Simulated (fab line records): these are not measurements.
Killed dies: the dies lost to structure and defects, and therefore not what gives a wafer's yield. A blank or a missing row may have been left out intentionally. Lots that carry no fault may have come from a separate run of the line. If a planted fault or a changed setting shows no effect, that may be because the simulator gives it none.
fab line records    flow sky130    part 1 of 2: steps 1 to 29 of 40
record: lots: 5  wafers: 15  lastDay: 51
route steps=708 shown RES_XHIGH@336 SD_N@342 SD_P@359 SALICIDE@361 LI_CONTACT@362
lots untouched by any fault: they come from a run of this same line in which no faults occurred
startH: hours from the record's first day to the start of the lot's first wafer shown    waitH: time in hours since the lot's previous step    " as in the row above    L1.1+2: a row that stands for several wafers    - value missing, or start not given    * or withheld: withheld    < > ~ a bound
route shown NAME@n: a module of which the file shows steps, and the number in the route of the first    usual: average and standard deviation across the fault-free wafers    same: alike in all rows    chamber/n: place in a boat    sites: per-site readings    _std_site: how widely they spread, as a standard deviation    _edge_site: outer sites' mean less inner sites'    radiusMm: for every site, how far away it sits from the centre of the wafer    mask NAME#n: copy n    behind: the last tool/chamber to shape the wafer    hold: the reason the lot was held/the length of the hold in hours/how it ended    device: the n, p or np transistor that did not switch    end of line: tests run on the same wafers once the route is complete    a step without rows: its recipe alone    killed: at the first sort, the dies lost to defects and structure; wafer yield is something else    map: a wafer's dies, marking killed ones x, the rest . and places with no die _
set.NAME: the setting that was run; set.NAME@STEP: the one run at that earlier step    model.NAME: the simulator's own value behind a step, which no gauge read
a table for each step, a row for each wafer; lots at some steps of the route
services: a tool's chamber out of use, with start hour (startH, from the record's first day; less than 0 if before it), hours out, and reason
== steps ==
step: SKY_RES_XHIGH_EXPOSE_04
recipe: maskId: URPM  na: 0.6  sourceShape: conventional  sigmaOuter: 0.6  polarization: unpolarized  targetCdNm: 1270  doseMj: 140
usual: exposureDoseMJCm2: 139.99/0.14
lot.wafer  tool             chamber  startH  waitH  mask    exposureDoseMJCm2
L075.2     ilineStepper-02  0        -       -      URPM#0  140.00
L075.4     "                0        "       "      URPM#0  139.77
L075.6     "                0        "       "      URPM#0  139.93
L077.1     ilineStepper-01  0        -       -      URPM#0  140.13
L077.2     "                0        "       "      URPM#0  139.89
L077.4     "                0        "       "      URPM#0  140.12
L082.4     ilineStepper-01  0        -       -      URPM#0  139.88
L082.5     "                0        "       "      URPM#0  139.97
L082.6     "                0        "       "      URPM#0  139.94
L095.1     ilineStepper-02  0        -       -      URPM#0  140.25
L095.4     "                0        "       "      URPM#0  140.02
L095.5     "                0        "       "      URPM#0  139.80
L097.2     ilineStepper-02  0        -       -      URPM#0  140.03
L097.4     "                0        "       "      URPM#0  139.85
L097.6     "                0        "       "      URPM#0  140.05
step: SKY_RES_XHIGH_PEB_05
recipe: tempC: withheld  timeS: *  resist: NOVOLAK
lot.wafer   tool           chamber  startH  waitH
L075.2+4+6  lithoTrack-02  0        -       -
L077.1+2+4  lithoTrack-02  0        -       -
L082.4+5+6  lithoTrack-02  0        -       -
L095.1+4+5  lithoTrack-04  0        -       -
L097.2+4+6  lithoTrack-04  0        -       -
step: SKY_RES_XHIGH_DEVELOP_06
recipe: resist: NOVOLAK  developer: TMAH  developTimeS: 60  devTempC: 23
usual: developerTempC: 22.96/0.12
lot.wafer  tool           chamber  startH  waitH  developerTempC
L075.2     lithoTrack-02  0        651.68  0.1    22.90
L075.4     "              0        "       "      23.06
L075.6     "              0        "       "      23.05
L077.1     lithoTrack-02  0        660.20  0.1    23.06
L077.2     "              0        "       "      23.03
L077.4     "              0        "       "      22.97
L082.4     lithoTrack-02  0        696.08  0.1    22.92
L082.5     "              0        "       "      23.05
L082.6     "              0        "       "      23.01
L095.1     lithoTrack-04  0        800.37  0.1    22.88
L095.4     "              0        "       "      22.97
L095.5     "              0        "       "      23.06
L097.2     lithoTrack-04  0        815.69  0.1    22.95
L097.4     "              0        "       "      22.78
L097.6     "              0        "       "      22.97
step: SKY_RES_XHIGH_IMPLANT_07
recipe: species: BF2  energyKev: 20  doseCm2: 3.6e+14  tiltDeg: 0
lot.wafer   tool          chamber  startH  waitH
L075.2+4+6  implanter-02  0        651.83  0.1
L077.1+2+4  implanter-02  0        660.35  0.1
L082.4+5+6  implanter-03  0        696.23  0.1
L095.1+4+5  implanter-03  0        800.52  0.1
L097.2+4+6  implanter-01  0        815.84  0.1
step: SKY_RES_XHIGH_STRIP_08
recipe: chemistry: O2/N2  powerW: 1400  pressureMtorr: 1500  platenTempC: withheld  o2FlowSccm: 3000  n2FlowSccm: 300  overashFraction: 0.5
usual: drypumpMotorCurrentA: 5.6/0.41  oesProductAu: 0.711/0.0048  stripTimeToEndpointS: 14.28/0.04
lot.wafer  tool            chamber  startH  waitH  drypumpMotorCurrentA  oesProductAu  rfHoursCounterH  stripTimeToEndpointS
L075.2     plasmaAsher-04  1        651.95  0.1    6.1                   0.707         74               14.23
L075.4     "               0        "       "      5.3                   0.708         -                14.22
L075.6     "               0        "       "      5.3                   0.717         -                14.23
L077.1     plasmaAsher-04  0        660.50  0.1    5.2                   0.714         75               14.35
L077.2     "               1        "       "      6.1                   0.716         75               14.33
L077.4     "               1        "       "      6.2                   0.708         -                14.37
L082.4     plasmaAsher-01  1        696.34  0.1    5.1                   0.707         -                14.25
L082.5     "               0        "       "      6.0                   0.712         -                14.29
L082.6     "               1        "       "      5.1                   0.713         -                14.27
L095.1     plasmaAsher-01  0        800.67  0.1    6.0                   0.704         6                14.27
L095.4     "               1        "       "      5.1                   0.711         -                14.30
L095.5     "               1        "       "      5.1                   0.707         -                14.25
L097.2     plasmaAsher-01  1        815.97  0.1    5.1                   0.713         7                14.32
L097.4     "               1        "       "      5.1                   0.710         -                14.33
L097.6     "               0        "       "      6.0                   0.706         -                14.32
step: SKY_RES_XHIGH_TW_MEAS_09
usual: RES_XHIGH_TW: 1652/8.9
lot.wafer  tool          chamber  startH  waitH  RES_XHIGH_TW
L075.2     filmMetro-02  -        652.06  0.1    1647
L075.4     "             -        "       "      1655
L075.6     "             -        "       "      1646
L077.1     filmMetro-03  -        660.60  0.1    1643
L077.2     "             -        "       "      1638
L077.4     "             -        "       "      1649
L082.4     filmMetro-03  -        696.43  0.1    1645
L082.5     "             -        "       "      1647
L082.6     "             -        "       "      1642
L095.1     filmMetro-02  -        800.77  0.1    1664
L095.4     "             -        "       "      1666
L095.5     "             -        "       "      1665
L097.2     filmMetro-02  -        816.08  0.1    1662
L097.4     "             -        "       "      1671
L097.6     "             -        "       "      1664
step: SKY_SD_N_DEHYDRATE_00
recipe: tempC: 200  timeS: 60
usual: heaterPowerTotalW: 160.37/0.12
lot.wafer  tool           chamber  startH  waitH  heaterPowerTotalW
L075.2     lithoTrack-01  0        666.13  14.1   160.18
L075.4     "              0        "       "      160.40
L075.6     "              0        "       "      160.50
L077.1     lithoTrack-01  0        674.76  14.1   160.24
L077.2     "              0        "       "      160.32
L077.4     "              0        "       "      160.47
L082.4     lithoTrack-01  0        710.29  13.8   160.50
L082.5     "              0        "       "      160.52
L082.6     "              0        "       "      160.44
L095.1     lithoTrack-01  0        812.76  12.0   160.32
L095.4     "              0        "       "      160.45
L095.5     "              0        "       "      160.31
L097.2     lithoTrack-02  0        828.58  12.5   160.35
L097.4     "              0        "       "      160.44
L097.6     "              0        "       "      160.19
step: SKY_SD_N_HMDS_01
recipe: primeTimeS: 60  primeTempC: 120
lot.wafer   tool           chamber  startH  waitH
L075.2+4+6  lithoTrack-01  0        666.28  0.1
L077.1+2+4  lithoTrack-01  0        674.91  0.1
L082.4+5+6  lithoTrack-01  0        710.44  0.1
L095.1+4+5  lithoTrack-01  0        812.91  0.1
L097.2+4+6  lithoTrack-02  0        828.73  0.1
step: SKY_SD_N_COAT_02
recipe: resist: NOVOLAK  spinRpm: 3000  resistThkNm: 1140
lot.wafer   tool           chamber  startH  waitH
L075.2+4+6  lithoTrack-01  0        666.43  0.1
L077.1+2+4  lithoTrack-01  0        675.06  0.1
L082.4+5+6  lithoTrack-01  0        710.59  0.1
L095.1+4+5  lithoTrack-01  0        813.06  0.1
L097.2+4+6  lithoTrack-02  0        828.88  0.1
step: SKY_SD_N_SOFTBAKE_03
recipe: tempC: 90  timeS: 60  resist: NOVOLAK
usual: heaterPowerTotalW: 56.60/0.05
lot.wafer  tool           chamber  startH  waitH  heaterPowerTotalW
L075.2     lithoTrack-01  0        666.58  0.1    56.61
L075.4     "              0        "       "      56.69
L075.6     "              0        "       "      56.61
L077.1     lithoTrack-01  0        675.21  0.1    56.56
L077.2     "              0        "       "      56.63
L077.4     "              0        "       "      56.50
L082.4     lithoTrack-01  0        710.74  0.1    56.50
L082.5     "              0        "       "      56.62
L082.6     "              0        "       "      56.57
L095.1     lithoTrack-01  0        813.21  0.1    56.60
L095.4     "              0        "       "      56.60
L095.5     "              0        "       "      56.59
L097.2     lithoTrack-02  0        829.03  0.1    56.64
L097.4     "              0        "       "      56.65
L097.6     "              0        "       "      56.59
step: SKY_SD_N_EXPOSE_04
recipe: maskId: NSDM  na: 0.6  sourceShape: conventional  sigmaOuter: 0.6  polarization: unpolarized  targetCdNm: 380  doseMj: 141
usual: exposureDoseMJCm2: 140.94/0.16
lot.wafer  tool             chamber  startH  waitH  mask    exposureDoseMJCm2
L075.2     ilineStepper-01  0        -       -      NSDM#0  140.91
L075.4     "                0        "       "      NSDM#0  140.90
L075.6     "                0        "       "      NSDM#0  141.04
L077.1     ilineStepper-02  0        -       -      NSDM#0  141.05
L077.2     "                0        "       "      NSDM#0  140.98
L077.4     "                0        "       "      NSDM#0  141.02
L082.4     ilineStepper-01  0        -       -      NSDM#0  141.11
L082.5     "                0        "       "      NSDM#0  141.20
L082.6     "                0        "       "      NSDM#0  141.29
L095.1     ilineStepper-01  0        -       -      NSDM#0  140.73
L095.4     "                0        "       "      NSDM#0  140.79
L095.5     "                0        "       "      NSDM#0  140.93
L097.2     ilineStepper-01  0        -       -      NSDM#0  140.86
L097.4     "                0        "       "      NSDM#0  140.73
L097.6     "                0        "       "      NSDM#0  140.93
step: SKY_SD_N_PEB_05
recipe: tempC: withheld  timeS: *  resist: NOVOLAK
lot.wafer   tool           chamber  startH  waitH
L075.2+4+6  lithoTrack-04  0        -       -
L077.1+2+4  lithoTrack-01  0        -       -
L082.4+5+6  lithoTrack-02  0        -       -
L095.1+4+5  lithoTrack-01  0        -       -
L097.2+4+6  lithoTrack-04  0        -       -
step: SKY_SD_N_DEVELOP_06
recipe: resist: NOVOLAK  developer: TMAH  developTimeS: 60  devTempC: 23
usual: developerTempC: 23.01/0.11
lot.wafer  tool           chamber  startH  waitH  developerTempC
L075.2     lithoTrack-04  0        680.79  0.1    22.98
L075.4     "              0        "       "      22.94
L075.6     "              0        "       "      23.04
L077.1     lithoTrack-01  0        689.61  0.1    23.12
L077.2     "              0        "       "      23.13
L077.4     "              0        "       "      23.15
L082.4     lithoTrack-02  0        724.48  0.1    23.10
L082.5     "              0        "       "      23.14
L082.6     "              0        "       "      23.30
L095.1     lithoTrack-01  0        826.46  0.1    22.82
L095.4     "              0        "       "      22.91
L095.5     "              0        "       "      23.01
L097.2     lithoTrack-04  0        842.84  0.1    22.80
L097.4     "              0        "       "      23.03
L097.6     "              0        "       "      22.90
step: SKY_SD_N_CD_MEAS_07
recipe: targetCdNm: 380
usual: cdNm: 379.4/2.4
lot.wafer  tool      chamber  startH  waitH  cdNm
L075.2     cdSem-01  -        680.94  0.1    379.6
L075.4     "         -        "       "      381.9
L075.6     "         -        "       "      379.7
L077.1     cdSem-02  -        689.76  0.1    380.0
L077.2     "         -        "       "      381.2
L077.4     "         -        "       "      379.5
L082.4     cdSem-01  -        724.61  0.1    379.2
L082.5     "         -        "       "      379.1
L082.6     "         -        "       "      380.0
L095.1     cdSem-01  -        826.61  0.1    381.3
L095.4     "         -        "       "      381.9
L095.5     "         -        "       "      381.3
L097.2     cdSem-01  -        842.99  0.1    376.1
L097.4     "         -        "       "      377.6
L097.6     "         -        "       "      375.9
step: SKY_SD_N_OVL_MEAS_08
usual: SD_N_OVL: 0.9/1.3
lot.wafer  tool        chamber  startH  waitH  SD_N_OVL[nm]
L075.2     overlay-01  -        681.04  0.1    3.7
L075.4     "           -        "       "      2.2
L075.6     "           -        "       "      4.1
L077.1     overlay-01  -        689.88  0.1    0.7
L077.2     "           -        "       "      0.7
L077.4     "           -        "       "      -2.0
L082.4     overlay-01  -        724.69  0.1    0.0
L082.5     "           -        "       "      2.6
L082.6     "           -        "       "      0.9
L095.1     overlay-01  -        826.73  0.1    1.9
L095.4     "           -        "       "      1.7
L095.5     "           -        "       "      1.8
L097.2     overlay-01  -        843.09  0.1    2.3
L097.4     "           -        "       "      1.0
L097.6     "           -        "       "      1.1
step: SKY_SD_N_IMPLANT_09
recipe: species: As  energyKev: 50  doseCm2: 4e+15  tiltDeg: 0
lot.wafer   tool          chamber  startH  waitH
L075.2+4+6  implanter-02  0        681.10  0.0
L077.1+2+4  implanter-02  0        689.92  0.0
L082.4+5+6  implanter-04  0        724.79  0.1
L095.1+4+5  implanter-03  0        826.77  0.0
L097.2+4+6  implanter-04  0        843.15  0.0
step: SKY_SD_N_IMPLANT_10
recipe: species: P  energyKev: 20  doseCm2: 1e+14  tiltDeg: 0
lot.wafer   tool          chamber  startH  waitH
L075.2+4+6  implanter-02  0        681.25  0.1
L077.1+2+4  implanter-02  0        690.07  0.1
L082.4+5+6  implanter-04  0        724.94  0.1
L095.1+4+5  implanter-03  0        826.92  0.1
L097.2+4+6  implanter-04  0        843.30  0.1
step: SKY_SD_N_STRIP_11
recipe: chemistry: O2/N2  powerW: 1400  pressureMtorr: 1500  platenTempC: withheld  o2FlowSccm: 3000  n2FlowSccm: 300  overashFraction: 0.5
usual: drypumpMotorCurrentA: 5.9/0.35  oesProductAu: 0.527/0.0044  stripTimeToEndpointS: 22.58/0.043
lot.wafer  tool            chamber  startH  waitH  drypumpMotorCurrentA  oesProductAu  rfHoursCounterH  stripTimeToEndpointS
L075.2     plasmaAsher-02  1        681.37  0.1    6.1                   0.528         57               22.63
L075.4     "               1        "       "      6.1                   0.517         -                22.60
L075.6     "               0        "       "      6.0                   0.539         -                22.58
L077.1     plasmaAsher-02  1        690.22  0.1    6.1                   0.527         58               22.63
L077.2     "               0        "       "      6.0                   0.524         58               22.59
L077.4     "               0        "       "      6.0                   0.531         -                22.65
L082.4     plasmaAsher-01  0        725.04  0.1    6.0                   0.529         -                22.51
L082.5     "               1        "       "      5.1                   0.529         -                22.48
L082.6     "               0        "       "      6.0                   0.526         -                22.55
L095.1     plasmaAsher-02  0        827.07  0.1    6.0                   0.528         72               22.62
L095.4     "               0        "       "      6.0                   0.532         -                22.58
L095.5     "               1        "       "      6.1                   0.526         -                22.56
L097.2     plasmaAsher-02  0        843.42  0.1    6.0                   0.528         73               22.64
L097.4     "               1        "       "      6.1                   0.529         -                22.63
L097.6     "               0        "       "      6.0                   0.530         -                22.62
step: SKY_SD_N_TW_MEAS_12
usual: SD_N_TW: 4012/24
lot.wafer  tool          chamber  startH  waitH  SD_N_TW
L075.2     filmMetro-01  -        681.48  0.1    4015
L075.4     "             -        "       "      3983
L075.6     "             -        "       "      4007
L077.1     filmMetro-03  -        690.32  0.1    4029
L077.2     "             -        "       "      4025
L077.4     "             -        "       "      4026
L082.4     filmMetro-03  -        725.14  0.1    4014
L082.5     "             -        "       "      3983
L082.6     "             -        "       "      3995
L095.1     filmMetro-01  -        827.17  0.1    3989
L095.4     "             -        "       "      3983
L095.5     "             -        "       "      3999
L097.2     filmMetro-02  -        843.53  0.1    4046
L097.4     "             -        "       "      4051
L097.6     "             -        "       "      4036
step: SKY_SD_N_CLEAN_13
recipe: chemistry: SC1/SC2  mix: 1:4:20  tempC: 70  timeS: 150  dry: n2Spin
usual: bathGuardTempC: 70.0/0.45
lot.wafer  tool         chamber  startH  waitH  bathGuardTempC
L075.2     wetBench-04  0        681.53  0.0    69.8
L075.4     "            0        "       "      69.5
L075.6     "            0        "       "      69.9
L077.1     wetBench-01  1        690.38  0.1    70.7
L077.2     "            1        "       "      70.9
L077.4     "            1        "       "      70.5
L082.4     wetBench-01  1        725.17  0.0    71.2
L082.5     "            1        "       "      70.4
L082.6     "            1        "       "      70.5
L095.1     wetBench-04  0        827.23  0.1    70.1
L095.4     "            0        "       "      69.8
L095.5     "            0        "       "      69.9
L097.2     wetBench-04  2        843.58  0.0    69.9
L097.4     "            2        "       "      70.3
L097.6     "            2        "       "      70.7
step: SKY_SD_N_RTA_14
recipe: tempC: 1075  timeS: 2  idleTempC: 650  rampUpCPerS: 150  rampDownCPerS: 90  ambient: N2
usual: lampPowerPct: 15.73/0.05  wafer_temp_C_max: 1078.1/1.4
lot.wafer  tool          chamber  startH  waitH  lampPowerPct  wafer_temp_C_max
L075.2     rtpAnneal-01  0        681.59  0.0    15.66         1078.4
L075.4     "             0        "       "      15.73         1077.9
L075.6     "             0        "       "      15.73         1077.6
L077.1     rtpAnneal-01  0        690.43  0.0    15.73         1079.3
L077.2     "             0        "       "      15.78         1080.4
L077.4     "             0        "       "      15.77         1076.8
L082.4     rtpAnneal-02  0        725.25  0.0    15.78         1078.0
L082.5     "             0        "       "      15.68         1081.0
L082.6     "             0        "       "      15.75         1078.7
L095.1     rtpAnneal-01  0        827.28  0.0    15.79         1078.3
L095.4     "             0        "       "      15.74         1076.9
L095.5     "             0        "       "      15.78         1078.3
L097.2     rtpAnneal-01  0        843.64  0.0    15.66         1079.5
L097.4     "             0        "       "      15.74         1075.7
L097.6     "             0        "       "      15.74         1077.5
step: SKY_SD_N_RS_MEAS_16
recipe: thkMeasGauge: four-point-probe
usual: SD_N_RS: 68.53/0.1
lot.wafer  tool          chamber  startH  waitH  SD_N_RS[ohm/sq]
L075.2     filmMetro-02  -        681.78  0.1    68.68
L075.4     "             -        "       "      68.53
L075.6     "             -        "       "      68.61
L077.1     filmMetro-02  -        690.60  0.1    68.45
L077.2     "             -        "       "      68.71
L077.4     "             -        "       "      68.52
L082.4     filmMetro-01  -        725.46  0.1    68.56
L082.5     "             -        "       "      68.57
L082.6     "             -        "       "      68.53
L095.1     filmMetro-02  -        827.45  0.1    68.46
L095.4     "             -        "       "      68.34
L095.5     "             -        "       "      68.51
L097.2     filmMetro-02  -        843.83  0.1    68.58
L097.4     "             -        "       "      68.53
L097.6     "             -        "       "      68.49
step: SKY_SD_N_RS_MEAS_17
recipe: thkMeasGauge: four-point-probe
usual: SD_P_RS: 147.0/0.32
lot.wafer  tool          chamber  startH  waitH  SD_P_RS[ohm/sq]
L075.2     filmMetro-02  -        681.90  0.1    147.5
L075.4     "             -        "       "      147.5
L075.6     "             -        "       "      147.5
L077.1     filmMetro-02  -        690.72  0.1    147.0
L077.2     "             -        "       "      147.0
L077.4     "             -        "       "      147.4
L082.4     filmMetro-01  -        725.58  0.1    147.1
L082.5     "             -        "       "      147.2
L082.6     "             -        "       "      147.6
L095.1     filmMetro-02  -        827.57  0.1    146.8
L095.4     "             -        "       "      146.8
L095.5     "             -        "       "      146.7
L097.2     filmMetro-02  -        843.95  0.1    147.2
L097.4     "             -        "       "      146.8
L097.6     "             -        "       "      147.2
step: SKY_SD_N_RS_MEAS_18
recipe: thkMeasGauge: four-point-probe
usual: RES_XHIGH_RS: 332.9/1
lot.wafer  tool          chamber  startH  waitH  RES_XHIGH_RS[ohm/sq]
L075.2     filmMetro-02  -        682.02  0.1    331.7
L075.4     "             -        "       "      331.9
L075.6     "             -        "       "      332.3
L077.1     filmMetro-02  -        690.84  0.1    334.1
L077.2     "             -        "       "      333.3
L077.4     "             -        "       "      333.3
L082.4     filmMetro-01  -        725.70  0.1    333.2
L082.5     "             -        "       "      332.9
L082.6     "             -        "       "      333.4
L095.1     filmMetro-02  -        827.69  0.1    331.5
L095.4     "             -        "       "      331.6
L095.5     "             -        "       "      332.2
L097.2     filmMetro-02  -        844.07  0.1    331.7
L097.4     "             -        "       "      331.7
L097.6     "             -        "       "      333.6
step: SKY_SALICIDE_CLEAN_00
recipe: chemistry: HF-last  timeS: 30  dilution: 100:1  dry: ipaMarangoni
lot.wafer   tool         chamber  startH  waitH
L075.2+4+6  wetBench-02  1        682.12  0.1
L077.1+2+4  wetBench-03  2        690.96  0.1
L082.4+5+6  wetBench-04  3        725.76  0.0
L095.1+4+5  wetBench-03  3        827.81  0.1
L097.2+4+6  wetBench-04  3        844.17  0.1
step: SKY_LI_CONTACT_HDPCVD_00
recipe: material: PSG  targetThkNm: 930  sigmaOpenFrac: 0.3  timeS: 155  tempC: 600  sih4FlowSccm: 60  pressureMtorr: 6
lot.wafer   tool       chamber  startH  waitH
L075.2+4+6  hdpcvd-02  2,1,2    682.13  0.0
L077.1+2+4  hdpcvd-01  0,1,2    690.98  0.0
L082.4+5+6  hdpcvd-01  0,2,1    725.83  0.1
L095.1+4+5  hdpcvd-01  2,0,1    827.83  0.0
L097.2+4+6  hdpcvd-02  2,2,1    844.18  0.0
step: SKY_LI_CONTACT_THK_MEAS_01
recipe: reads: PSG_of_LI_CONTACT_HDPCVD_00
usual: LI_CONTACT_HDPCVD_THK: 928/8.6
lot.wafer  tool          chamber  startH  waitH  LI_CONTACT_HDPCVD_THK[nm]
L075.2     filmMetro-02  -        682.30  0.1    918
L075.4     "             -        "       "      929
L075.6     "             -        "       "      922
L077.1     filmMetro-02  -        691.08  0.1    932
L077.2     "             -        "       "      926
L077.4     "             -        "       "      939
L082.4     filmMetro-02  -        725.91  0.0    924
L082.5     "             -        "       "      924
L082.6     "             -        "       "      916
L095.1     filmMetro-02  -        827.93  0.1    929
L095.4     "             -        "       "      924
L095.5     "             -        "       "      934
L097.2     filmMetro-03  -        844.30  0.1    935
L097.4     "             -        "       "      929
L097.6     "             -        "       "      923
step: SKY_LI_CONTACT_CMP_02
recipe: material: PSG  downForcePsi: 4  platenRpm: 60  padVelocityMS: 0.94248
usual: motorCurrentA: 12.0/1.2  timeToEndpointS: 33.4/2.4
lot.wafer  tool    chamber  startH  waitH  motorCurrentA  timeToEndpointS
L075.2     cmp-01  1        682.35  0.0    11.3           32.2
L075.4     "       2        "       "      13.6           32.6
L075.6     "       2        "       "      13.6           34.6
L077.4     cmp-02  3        691.14  0.0    13.4           35.3
L077.2     "       1        "       "      14.3           34.2
L077.1     "       2        "       "      13.2           32.8
L082.4     cmp-02  0        726.09  0.2    10.0           33.0
L082.5     "       1        "       "      13.4           35.7
L082.6     "       2        "       "      12.7           35.1
L095.4     cmp-01  0        828.07  0.1    11.0           31.7
L095.1     "       1        "       "      11.3           32.2
L095.5     "       1        "       "      11.1           30.5
L097.4     cmp-02  3        844.40  0.1    13.4           34.3
L097.2     "       1        "       "      13.7           33.7
L097.6     "       3        "       "      13.3           34.2
step: SKY_LI_CONTACT_BOW_MEAS_03
recipe: mode: bow
usual: LI_CONTACT_BOW: 56/6.1
lot.wafer  tool          chamber  startH  waitH  LI_CONTACT_BOW[um]
L075.2     filmMetro-01  -        682.67  0.3    56
L075.4     "             -        "       "      53
L075.6     "             -        "       "      48
L077.1     filmMetro-02  -        691.44  0.1    58
L077.2     "             -        "       "      54
L077.4     "             -        "       "      58
L082.4     filmMetro-03  -        726.30  0.2    46
L082.5     "             -        "       "      59
L082.6     "             -        "       "      51
L095.1     filmMetro-03  -        828.37  0.2    54
L095.4     "             -        "       "      67
L095.5     "             -        "       "      55
L097.2     filmMetro-01  -        844.67  0.1    47
L097.4     "             -        "       "      58
L097.6     "             -        "       "      57
